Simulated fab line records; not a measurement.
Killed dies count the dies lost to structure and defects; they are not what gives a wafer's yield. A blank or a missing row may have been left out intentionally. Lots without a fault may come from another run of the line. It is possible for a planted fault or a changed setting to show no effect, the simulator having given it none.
A lot that was struck, set against a sound lot + flow sky130 + 22 steps out of a route of 708
Sound: these wafers, L744.1, L744.3, L744.5. Wafers L742.1, L742.2, L742.4 were the ones struck. At the end, the cause is stated.
Each step with rows lists, per side, the tool, then ch with its chambers, then its first start. Under that, the readings that differ: sound wafers + struck wafers + difference of the means + sigmas: that difference in standard deviations of wafers without a fault.
alike: readings with means less than 2 such deviations apart, plus words and numbers identical on both sides. not compared: withheld readings, readings lacking a value on some wafer, bounds such as >300 that could conceal the same value, and numbers that have no deviation in the record and whose values overlap.
The two part at a step that has a row with sigmas, a row that says differs or no value, or rows on one side only. Numbers that have no deviation but don't overlap get no sigmas and don't part them. Lack of a reading on every wafer of one side parts them only where that side has two or more wafers.

first, 7 steps without rows for these wafers: SKY_FIELD_ISO_HMDS_06 (prime time 60 s); SKY_FIELD_ISO_COAT_07 (resist thk 60 nm); SKY_FIELD_ISO_COAT_08 (resist thk 450 nm); SKY_FIELD_ISO_SOFTBAKE_09 (time 90 s); SKY_FIELD_ISO_EXPOSE_10 (exposes mask FOM, target cd 150 nm); SKY_FIELD_ISO_PEB_11; SKY_FIELD_ISO_DEVELOP_12 (develop time 60 s).
SKY_FIELD_ISO_CD_MEAS_13 targets a cd of 150 nm.
  struck on cdSem-02, day 5 21:46; sound on cdSem-02, day 6 09:58
  alike: cdNm
SKY_FIELD_ISO_ETCH_14: etches BARC in N2/H2, stops on SiO2, time 45.9 s, target depth 60 nm.
  sound on rieDiel-03 ch 1,3, day 6 10:05; struck on rieDiel-03 ch 1,2,3, day 5 21:53
  alike: biasW, chamberPressureMTorr, drypumpMotorCurrentA, oesProductAu, throttleValvePct
  not compared: rfHoursCounterH
SKY_FIELD_ISO_ETCH_15: etches the open film in CHF3/O2, stops on Si, target depth 180 nm, time 72 s.
  sound on rieDiel-03 ch 1,3, day 6 10:08; struck on rieDiel-03 ch 1,2,3, day 5 21:56
  alike: O2_flow_sccm, biasW, drypumpMotorCurrentA, oesProductAu, throttleValvePct
  not compared: rfHoursCounterH
SKY_FIELD_ISO_STRIP_16: strips in O2/N2.
  sound on plasmaAsher-01 ch 0,1, day 6 10:11; struck on plasmaAsher-02 ch 0,1, day 5 21:59
  alike: drypumpMotorCurrentA, oesProductAu, stripTimeToEndpointS
  not compared: rfHoursCounterH
SKY_FIELD_ISO_ETCH_17: etches Si in HBr/Cl2/O2, target depth 342 nm, time 97.7 s.
  sound on rieSi-02 ch 2,3, day 6 10:17; struck on rieSi-02 ch 0,2,3, day 5 22:05
  alike: HBr_flow_sccm, O2_flow_sccm, drypumpMotorCurrentA, oesProductAu, throttleValvePct
  not compared: rfHoursCounterH
SKY_FIELD_ISO_WET_ETCH_18: etches Si3N4 in H3PO4, target depth 25 nm, time 286 s.
  sound on wetBench-03 ch 1, day 6 10:22; struck on wetBench-04 ch 2, day 5 22:10
  no value came back on the struck wafers for bathGuardTempC (C), bathHeatDutyPct (%); on the sound wafers bathGuardTempC (C) reads 159.9 160.0 159.5
| reading                                    | sound           | struck        | difference | sigmas |
|--------------------------------------------|-----------------|---------------|------------|--------|
| model.Si3N4_of_FIELD_ISO_CVD_03.thkNm (nm) | 125.7 125 128.5 | 149 149 147.6 | +22        |        |
then, 6 steps without rows for these wafers: SKY_FIELD_ISO_CLEAN_19 (cleans in SC1/SC2, time 150 s); SKY_FIELD_ISO_CLEAN_20 (cleans in dHF, time 20 s); SKY_FIELD_ISO_WET_ETCH_21 (etches SiO2 in dHF, target depth 20 nm, time 400 s); SKY_FIELD_ISO_OXIDATION_22 (stabilise 600 s, purge 300 s, target thk 10 nm); SKY_FIELD_ISO_CVD_24 (deposits SiO2, target thk 595 nm, time 99.2 s); SKY_FIELD_ISO_ANNEAL_26 (time 1800 s).
SKY_FIELD_ISO_CMP_27: polishes, stops on Si3N4, t overpolish 16 s, target thk 457.8 nm.
  sound on cmp-01 ch 0,3, day 6 14:46; struck on cmp-01 ch 0,1,3, day 6 03:50
  alike: motorCurrentA
SKY_FIELD_ISO_WET_ETCH_28: etches SiO2 in dHF, target depth 23.7 nm, time 47 s.
  sound on wetBench-02 ch 1, day 6 15:04; struck on wetBench-03 ch 1, day 6 04:08
| reading                                    | sound           | struck          | difference | sigmas |
|--------------------------------------------|-----------------|-----------------|------------|--------|
| model.Si3N4_of_FIELD_ISO_CVD_03.thkNm (nm) | 119.8 119 122.6 | 143.1 143 141.7 | +22.1      |        |
  alike: bathHeatDutyPct, runLengthS
then, 1 step without rows for these wafers: SKY_FIELD_ISO_WET_ETCH_29 (etches Si3N4 in H3PO4, target depth 160 nm, time 1825 s).

WHERE THEY PART
Within this record, at SKY_FIELD_ISO_WET_ETCH_18 only. Later steps at which nothing parts them and some readings are alike: SKY_FIELD_ISO_CMP_27, SKY_FIELD_ISO_WET_ETCH_28.

WHY: what the simulator had put in
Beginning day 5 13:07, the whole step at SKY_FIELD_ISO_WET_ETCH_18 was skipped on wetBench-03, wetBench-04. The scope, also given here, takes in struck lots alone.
